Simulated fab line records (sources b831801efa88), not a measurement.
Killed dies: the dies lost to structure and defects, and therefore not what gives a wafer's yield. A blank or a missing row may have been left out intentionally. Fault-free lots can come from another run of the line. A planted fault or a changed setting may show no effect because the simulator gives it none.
A struck lot beside a sound one || flow sky130 || 30 steps out of a route of 708
Sound: wafers L363.1, L363.2, L363.6. Struck: wafer L372.1. (L372.2, L372.4 of the same lot were not struck and are left out.) The cause comes at the end.
Per side, at each step with rows, come the tool, then ch with its chambers, and then its first start. Under that, the readings that differ: sound wafers || struck wafers || difference of the means || sigmas: that difference in standard deviations of wafers without a fault.
alike: a reading whose means differ by less than 2 such deviations, as well as words and numbers matching on both sides. not compared: withheld readings; readings where some wafer has no value; bounds like >300 that might hide an equal value; numbers whose values overlap and for which the record gives no deviation.
Wherever a step has rows on one side only, a row that says differs or no value, or a row with sigmas, the two part there. Numbers that have no deviation but don't overlap get no sigmas and don't part them. A reading that every wafer of one side lacks parts them only if that side has two wafers or more.

first, 2 steps without rows for these wafers: SKY_METAL3_PEB_11; SKY_METAL3_DEVELOP_12 (develop time 60 s).
SKY_METAL3_CD_MEAS_13: the cd target is 300 nm.
  sound on cd sem-02, day 38 04:33; struck on cd sem-01, day 40 23:19
  alike: cd nm
SKY_METAL3_OVL_MEAS_14:
  sound on overlay-01, day 38 04:40; struck on overlay-01, day 40 23:26
  alike: METAL3_OVL
then, 1 step without rows for these wafers: SKY_METAL3_DESCUM_15 (chemistry O2, time 8 s).
SKY_METAL3_ETCH_16: etches BARC in N2/H2, stops on SiO2, time 88.2 s, target depth 60 nm.
  sound on rie metal-01 ch 0, day 38 04:46; struck on rie metal-01 ch 0, day 40 23:30
  alike: drypump motor current A, oes product au, throttle valve pct
  not compared: rf hours counter h
SKY_METAL3_ETCH_17: etches SiO2 in C4F8/O2/Ar, stops on TiN, time 3.9 s, target depth 15 nm.
  sound on rie diel-02 ch 1,2,3, day 38 04:58; struck on rie diel-02 ch 1, day 40 23:36
  alike: oes product au
  not compared: rf hours counter h
SKY_METAL3_METAL_ETCH_18: etches the open film in Cl2/BCl3, stops on SiO2, target depth 845 nm, time 183.1 s.
  sound on rie metal-04 ch 0,1, day 38 04:59; struck on rie metal-03 ch 0, day 40 23:37
{"reading": "drypump motor current A (A)", "sound": "5.5 5.0 5.0", "struck": 6.4, "difference": "+1.2", "sigmas": "+3"}
  alike: oes product au, throttle valve pct
  not compared: rf hours counter h
SKY_METAL3_STRIP_19: strips in O2/N2.
  sound on plasma asher-02 ch 0,1, day 38 05:10; struck on plasma asher-01 ch 0, day 40 23:48
  alike: drypump motor current A, oes product au, strip time to endpoint s
  not compared: rf hours counter h
then, 3 steps without rows for these wafers: SKY_METAL3_STRIP_20 (strips in post etch residue remover, time 1200 s); SKY_METAL3_CLEAN_21 (cleans in IPA, time 180 s); SKY_METAL3_CLEAN_22 (cleans in O3/DIW).
SKY_VIA3_HDPCVD_00: deposits SiO2, target thk 1635 nm, time 272.5 s.
  sound on hdpcvd-02 ch 0,1, day 38 05:45; struck on hdpcvd-02 ch 0,1,2, day 41 00:24
SKY_VIA3_THK_MEAS_01:
  sound on film metro-02, day 38 05:55; struck on film metro-04, day 41 00:34
{"reading": "VIA3_HDPCVD_THK (nm)", "sound": "1636 1649 1638", "struck": 1288, "difference": -353, "sigmas": -21}
then, 1 step without rows for these wafers: SKY_VIA3_CMP_02 (polishes SiO2).
SKY_VIA3_BOW_MEAS_03:
  sound on film metro-03, day 38 06:17; struck on film metro-02, day 41 00:55
  alike: VIA3_BOW
then, 8 steps without rows for these wafers: SKY_VIA3_DEHYDRATE_04 (time 60 s); SKY_VIA3_HMDS_05 (prime time 60 s); SKY_VIA3_COAT_06 (resist thk 60 nm); SKY_VIA3_COAT_07 (resist thk 450 nm); SKY_VIA3_SOFTBAKE_08 (time 90 s); SKY_VIA3_EXPOSE_09 (exposes mask VIM3, target cd 200 nm); SKY_VIA3_PEB_10; SKY_VIA3_DEVELOP_11 (develop time 60 s).
SKY_VIA3_CD_MEAS_12: the cd target is 200 nm.
  sound on cd sem-02, day 39 08:40; struck on cd sem-01, day 42 02:11
  alike: cd nm
SKY_VIA3_OVL_MEAS_13:
  sound on overlay-01, day 39 08:47; struck on overlay-02, day 42 02:18
  alike: VIA3_OVL
then, 1 step without rows for these wafers: SKY_VIA3_ETCH_14 (etches BARC in N2/H2, stops on SiO2, time 45.9 s, target depth 60 nm).
SKY_VIA3_ETCH_15: etches SiO2 in C4F8/O2/Ar, stops on TiN, target depth 507 nm, time 78 s.
  sound on rie diel-01 ch 2,3, day 39 08:52; struck on rie diel-01 ch 2, day 42 02:23
{"reading": "oes product au (a.u.)", "sound": "0.945 0.947 0.943", "struck": 0.717, "difference": -0.228, "sigmas": -47}
SKY_VIA3_STRIP_16: strips in O2/N2.
  sound on plasma asher-04 ch 0,1, day 39 08:55; struck on plasma asher-01 ch 1, day 42 02:26
  alike: drypump motor current A, oes product au, strip time to endpoint s
  not compared: rf hours counter h
-- the record jumps here: 6 days lie between the struck wafers' starts before and after (it left off in module VIA3 and takes up again in module PAD_OPEN, whose first step shown is number 708 of the route) --
SKY_PAD_OPEN_PROBE_99:
  sound on prober-02, day 45 15:59; struck on prober-01, day 47 19:46
{"reading": "defect limited yield (%)", "sound": "82.5 83.7 82.3", "struck": 60.6, "difference": -22.2, "sigmas": -12}
{"reading": "killed_at_M0_to_M3", "sound": "40 44 47", "struck": 148, "difference": "+104", "sigmas": "+14"}
{"reading": "killed_at_M4_up", "sound": "4 5 5", "struck": 9, "difference": "+4", "sigmas": "+2"}
{"reading": "killed dies", "sound": "86 80 87", "struck": 194, "difference": "+110", "sigmas": "+12"}
{"reading": "killed on rim", "sound": "17 14 23", "struck": 93, "difference": "+75", "sigmas": "+19"}
{"reading": "killed open", "sound": "50 46 53", "struck": 33, "difference": -17, "sigmas": -2}
{"reading": "sort_bin_3_pad_short (%)", "sound": "0.2 0.6 0.6", "struck": 24.2, "difference": "+23.7", "sigmas": "+52"}
{"reading": "sort n pass", "sound": "406 412 405", "struck": 298, "difference": -110, "sigmas": -12}
{"reading": "sort yield pct (%)", "sound": "82.5 83.7 82.3", "struck": 60.6, "difference": -22.2, "sigmas": -12}
{"reading": "model.etest.tester.sort n pass", "sound": "406 412 405", "struck": 298, "difference": -110, "sigmas": ""}
{"reading": "model.etest.tester.sort_bin_3_pct (%)", "sound": "0.2033 0.6098 0.6098", "struck": 24.19, "difference": "+23.72", "sigmas": ""}
{"reading": "model.etest.tester.sort yield pct (%)", "sound": "82.52 83.74 82.32", "struck": 60.57, "difference": -22.29, "sigmas": ""}
  alike: killed at contacts, killed at front end, killed at other, killed short, sort_bin_5_function, sort_bin_6_memory

== WHERE THEY PART ==
Earliest at SKY_METAL3_METAL_ETCH_18; latest, in this record, at SKY_PAD_OPEN_PROBE_99.

WHY: what the simulator had put in
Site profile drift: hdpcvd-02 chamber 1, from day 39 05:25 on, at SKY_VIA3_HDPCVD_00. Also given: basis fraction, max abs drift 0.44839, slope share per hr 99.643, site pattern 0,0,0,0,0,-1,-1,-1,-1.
